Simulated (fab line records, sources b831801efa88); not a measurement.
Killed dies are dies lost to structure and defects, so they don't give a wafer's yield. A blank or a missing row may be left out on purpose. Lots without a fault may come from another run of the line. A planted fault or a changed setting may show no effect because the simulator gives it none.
One fault seen from 2 desks | flow sfq_line | each desk has only its own numbers; what lay behind them comes last

THE TOOL OWNER'S DESK: krf_scanner-02
The tool's own readings at SFQ_TRILAYER_M1_LITHO_EXPOSE_040 (exposes mask M1, target cd 500 nm): means of the sampled wafers that have a number, for each lot that ran on this tool. A lot is out of limits, marked OUT, if its mean lies more than 4 standard deviations from the usual mean; the brackets give that distance.
Columns: A = exposure_dose_mJ_cm2 at SFQ_TRILAYER_M1_LITHO_EXPOSE_040, usual 14.402
lot  | first seen here | A
L422 | day 25 04:32    | 14.380
L423 | day 25 19:56    | 14.400
L424 | day 26 15:32    | 18.875 (+99 or more) OUT
L425 | day 27 03:20    | 18.898 (+99 or more) OUT
This desk's finding: out of limits on L424, L425; first on L424, day 26 15:32 (exposure_dose_mJ_cm2 at SFQ_TRILAYER_M1_LITHO_EXPOSE_040). In limits: L422, L423.

THE METROLOGY DESK
What the gauges read, lot by lot, whatever tool the lot ran on: means of the sampled wafers that have a number. A lot is out of limits, marked OUT, if its mean lies more than 4 standard deviations from the usual mean; the brackets give that distance.
Columns: A = L0_MONX_KI_RS at SFQ_L0_RS_MEAS_901, usual 43.6 ohm/sq
lot  | first seen here | A
L417 | day 1 12:37     | 42.7
L418 | day 1 17:36     | 43.9
L419 | day 1 22:36     | 44.0
L422 | day 2 13:35     | 44.0
L423 | day 2 18:34     | 43.9
L424 | day 2 23:36     | 44.4
L425 | day 3 04:35     | 44.0
L426 | day 3 09:34     | 42.9
L427 | day 3 14:34     | 42.6
L428 | day 3 19:34     | 42.7
L433 | day 4 20:37     | 44.1
L434 | day 5 01:34     | 43.5
L435 | day 5 06:34     | 43.6
L436 | day 5 11:35     | 43.1
This desk's finding: nothing out of limits on any of the 14 lots.

PUT TOGETHER
The tool owner's desk could have raised an alarm at day 26 15:32, on L424, L425.
The metrology desk saw nothing out of limits.
The metrology desk has L424, L425 on record, within its limits.
Of the lots named, all ran SFQ_TRILAYER_M1_LITHO_EXPOSE_040 on krf_scanner-02.

WHAT THE SIMULATOR HAD PUT IN
Process parameter drift: krf_scanner-02, from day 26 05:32 on, at SFQ_TRILAYER_M1_LITHO_EXPOSE_040. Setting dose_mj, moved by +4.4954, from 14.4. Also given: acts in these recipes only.
Lots struck among those shown: L424, L425.
Hours from the fault's start to each desk's first reading out of limits: the tool owner's desk, 10.
